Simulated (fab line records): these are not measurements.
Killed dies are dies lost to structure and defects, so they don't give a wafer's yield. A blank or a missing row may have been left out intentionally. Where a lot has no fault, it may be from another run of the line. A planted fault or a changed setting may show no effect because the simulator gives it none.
The tool behind it: which one? + flow gf180mcu + at 1 step of a route of 602, 6 lots with 18 wafers sampled

WHAT EACH GAUGE READ, for each wafer
GF_M2_THK_MEAS_06: measures by xrf.
| lot  | measured     | on            | M2_ALCU_THK (nm) |
|------|--------------|---------------|------------------|
| L234 | day 18 16:18 | film-metro-02 | 444 446 443      |
| L236 | day 19 07:15 | film-metro-03 | 452 457 451      |
| L240 | day 20 19:27 | film-metro-02 | 458 454 453      |
| L243 | day 21 23:02 | film-metro-03 | 440 437 440      |
| L253 | day 25 12:20 | film-metro-03 | 459 451 461      |
| L254 | day 26 00:38 | film-metro-04 | 443 439 445      |

TOOL THAT RAN EACH LOT (tool first, then ch and the chambers of the sampled wafers, then the start)
There is no process step in the record ahead of these readings.

THE ANSWER, worked out from the rows above alone
Rule: usual is defined by the lots themselves. The widest of any qualifying gaps counts: lots, ordered by their means at a reading, are off when they make up no more than a third of the lots, leave a main group of 4 or more, and stand apart from it by 3 or more times the standard deviation of that group's means. Not used: any main group whose means are identical at the precision the tables above print for the reading. A lot without any number at a reading at which 4 lots or more have one is off too. Any other lot the step has rows for is counted as sound.
Across all readings shown, no lot is off: no conclusion can be drawn from this.

WHAT WAS PUT IN BY THE SIMULATOR
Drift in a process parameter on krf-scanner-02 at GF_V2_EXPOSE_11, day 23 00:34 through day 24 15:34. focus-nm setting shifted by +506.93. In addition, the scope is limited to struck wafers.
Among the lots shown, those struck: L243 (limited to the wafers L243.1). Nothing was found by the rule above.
